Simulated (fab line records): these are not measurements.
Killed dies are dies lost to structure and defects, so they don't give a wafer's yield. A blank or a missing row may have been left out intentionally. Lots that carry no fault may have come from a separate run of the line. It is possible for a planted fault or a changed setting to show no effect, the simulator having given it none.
Matching of chambers ; flow sky130 ; 4 sister chambers for SKY_PAD_OPEN_ETCH_07 on rie diel-03
The step etches the open film in CF4/O2, stops on AlCu, target depth 725 nm, time 161.1 s. 4 wafers are shown with their chamber, then 8 later ones without.

== WAFERS, EACH WITH ITS CHAMBER ==
wafer;chamber;drypump motor current A (A)
L092.2;2;5.6
L092.3;0;5.9
L092.5;3;6.3
L091.1;1;5.4

== WAFERS WHOSE CHAMBER IS MISSING ==
wafer;drypump motor current A (A)
L091.5;5.7
L091.6;5.9
L093.1;5.6
L093.2;5.9
L093.4;5.4
L095.3;5.4
L095.4;5.4
L095.5;5.9

== WHICH CHAMBER EACH WENT THROUGH ==
wafer;from the rows above;in truth
L091.5;2;2
L091.6;0;0
L093.1;2;2
L093.2;0;0
L093.4;1;1
L095.3;1;1
L095.4;1;1
L095.5;0;0
Placed correctly: 8 of 8. From these rows, 0 cannot be placed. 0 placed wrongly.
How it was worked out, from the rows above alone: a wafer's distance from a chamber is the root of the sum, over the readings, of the square of ((its reading less the chamber's mean) divided by the reading's scatter). If the next closest chamber is less than 2 further off than the closest, the wafer can't be placed; otherwise it belongs to the closest. A chamber's mean is the mean of its shown wafers. The scatter: with one shown wafer a chamber, the root of the mean of the squares of how far each hidden wafer lies from its nearest shown one.
